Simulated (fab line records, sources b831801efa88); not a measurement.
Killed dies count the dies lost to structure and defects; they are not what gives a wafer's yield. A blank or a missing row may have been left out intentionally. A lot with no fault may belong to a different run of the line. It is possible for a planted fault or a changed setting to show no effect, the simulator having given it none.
Struck lot and sound lot, side by side	flow sky130	30 steps out of a route of 708
Sound: these wafers, L535.1, L535.3, L535.5. Wafers struck: L548.1, L548.2, L548.3. The cause is given at the end.
At each step with rows: each side's tool, then ch and its chambers, then its first start. Under that, the readings that differ: sound wafers	struck wafers	difference of the means	sigmas: that difference in standard deviations of wafers without a fault.
alike: readings whose means differ by less than 2 such deviations, and words and numbers that are the same on both sides. not compared: withheld readings, readings that some wafer has no value for, bounds like >300 that may hide the same value, and numbers for which the record gives no deviation and whose values overlap.
The two part at a step that has a row with sigmas, a row that says differs or no value, or rows on one side only. Numbers that have no deviation but don't overlap get no sigmas and don't part them. A reading missing from all wafers of one side parts the sides only when that side holds two or more wafers.

SKY_PWDE_STRIP_09: strips in O2/N2.
  sound on plasmaAsher-03 ch 0,1, day 6 00:17; struck on plasmaAsher-03 ch 0,1, day 8 21:49
  alike: drypumpMotorCurrentA, oesProductAu, stripTimeToEndpointS
  not compared: rfHoursCounterH
SKY_PWDE_TW_MEAS_10:
  sound: filmMetro-01 at day 6 00:23; struck: filmMetro-01 at day 8 21:55
  alike: PWDE_TW
then, 7 steps without rows for these wafers: SKY_NWELL_DEHYDRATE_03 (time 60 s); SKY_NWELL_HMDS_04 (prime time 60 s); SKY_NWELL_COAT_05 (resist thk 3000 nm); SKY_NWELL_SOFTBAKE_06; SKY_NWELL_EXPOSE_07 (exposes mask NWM, target cd 840 nm); SKY_NWELL_PEB_08; SKY_NWELL_DEVELOP_09 (develop time 60 s).
SKY_NWELL_OVL_MEAS_10:
  sound: overlay-02 at day 6 19:32; struck: overlay-02 at day 9 19:26
  alike: NWELL_00_OVL
then, 2 steps without rows for these wafers: SKY_NWELL_IMPLANT_11; SKY_NWELL_IMPLANT_12.
SKY_NWELL_IMPLANT_13:
  sound on implanter-02 ch 0, day 6 19:53; struck on implanter-04 ch 0, day 9 19:47
reading	sound	struck	difference	sigmas
doseIonsCm2	6.999e+11 7.002e+11 6.997e+11	9.851e+11 9.866e+11 9.866e+11	+2.862e+11	+99 or more
faradayCurrentUA	3.89 4.08 4.11	5.55 5.62 5.49	+1.53	+20
SKY_NWELL_STRIP_14: strips in O2/N2.
  sound on plasmaAsher-04 ch 0,1, day 6 20:02; struck on plasmaAsher-03 ch 0,1, day 9 19:56
  alike: drypumpMotorCurrentA, oesProductAu, stripTimeToEndpointS
  not compared: rfHoursCounterH
SKY_NWELL_TW_MEAS_15:
  sound: filmMetro-02 at day 6 20:08; struck: filmMetro-01 at day 9 20:02
reading	sound	struck	difference	sigmas
NWELL_TW	1770 1772 1778	1820 1827 1830	+52	+4
then, 7 steps without rows for these wafers: SKY_NWELL_DEHYDRATE_16 (time 60 s); SKY_NWELL_HMDS_17 (prime time 60 s); SKY_NWELL_COAT_18 (resist thk 3000 nm); SKY_NWELL_SOFTBAKE_19; SKY_NWELL_EXPOSE_20 (exposes mask NWM COMPLEMENT, target cd 840 nm); SKY_NWELL_PEB_21; SKY_NWELL_DEVELOP_22 (develop time 60 s).
SKY_NWELL_OVL_MEAS_23:
  sound: overlay-02 at day 7 16:17; struck: overlay-01 at day 10 18:26
  alike: NWELL_01_OVL
then, 1 step without rows for these wafers: SKY_NWELL_IMPLANT_24.
SKY_NWELL_STRIP_25: strips in O2/N2.
  sound on plasmaAsher-04 ch 0,1, day 7 16:29; struck on plasmaAsher-02 ch 0,1, day 10 18:38
  alike: drypumpMotorCurrentA, oesProductAu, stripTimeToEndpointS
  not compared: rfHoursCounterH
SKY_NWELL_TW_MEAS_26:
  sound: filmMetro-02 at day 7 16:35; struck: filmMetro-02 at day 10 18:44
  alike: NWELL_2_TW
then, 1 step without rows for these wafers: SKY_NWELL_CLEAN_27 (cleans in SC1/SC2, time 150 s).
SKY_NWELL_RTA_28: time 30 s.
  sound on rtpAnneal-01 ch 0, day 7 16:41; struck on rtpAnneal-02 ch 0, day 10 18:50
  alike: lampPowerPct, wafer_temp_C_max
SKY_NWELL_RS_MEAS_29: the measuring method here is four-point-probe.
  sound: filmMetro-02 at day 7 16:47; struck: filmMetro-01 at day 10 19:18
reading	sound	struck	difference	sigmas
NWELL_RS (ohm/sq)	626.6 625.2 628.6	615.2 614.5 616.5	-11.4	-7
  not compared: hold
-- the record jumps here: 40 days lie between the struck wafers' starts before and after (it left off in module NWELL and takes up again in module PAD_OPEN, whose first step shown is number 708 of the route) --
SKY_PAD_OPEN_PROBE_99:
  sound: prober-02 at day 48 03:25; struck: prober-01 at day 50 18:02
reading	sound	struck	difference	sigmas
model.etest.pfetG5v0d10v5.rOnOhmUm	4665 4718 4711	4943 4858 4914	+207	
model.etest.tip_p_5v.rsOhmSq	2794 2806 2788	2928 2927 2932	+133	
model.etest.pfetG5v0d10v5.driveUaUm	348.1 345.8 345.8	327 332.4 325.1	-18	
model.etest.pfet_01v8_lvt.driveUaUm	178.5 177.7 177.6	164.6 163.7 162	-14.5	
model.etest.pfet_16v.driveUaUm	253.6 248.4 257.6	241.1 242 240	-12.2	
model.etest.pfet_01v8_lvt.offLog10AUm	-8.368 -8.585 -8.484	-10.05 -10.25 -10.05	-1.64	
model.etest.pfetG5v0d10v5.offLog10AUm	-11.98 -12.11 -12.12	-13.57 -13.66 -13.62	-1.55	
  alike: killed_at_M0_to_M3, killed_at_M4_up, killedAtContacts, killedAtFrontEnd, killedAtOther, killedDies, killedOpen, killedShort
  not compared: model.etest.ring_5v.delayPs

## WHERE THEY PART
Last at SKY_NWELL_RS_MEAS_29 as far as this record goes, first at SKY_NWELL_IMPLANT_13. Later steps at which nothing parts them and some readings are alike: SKY_PAD_OPEN_PROBE_99.

WHY: what the simulator had put in
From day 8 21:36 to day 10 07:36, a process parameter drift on implanter-04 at SKY_NWELL_IMPLANT_13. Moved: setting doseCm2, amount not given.
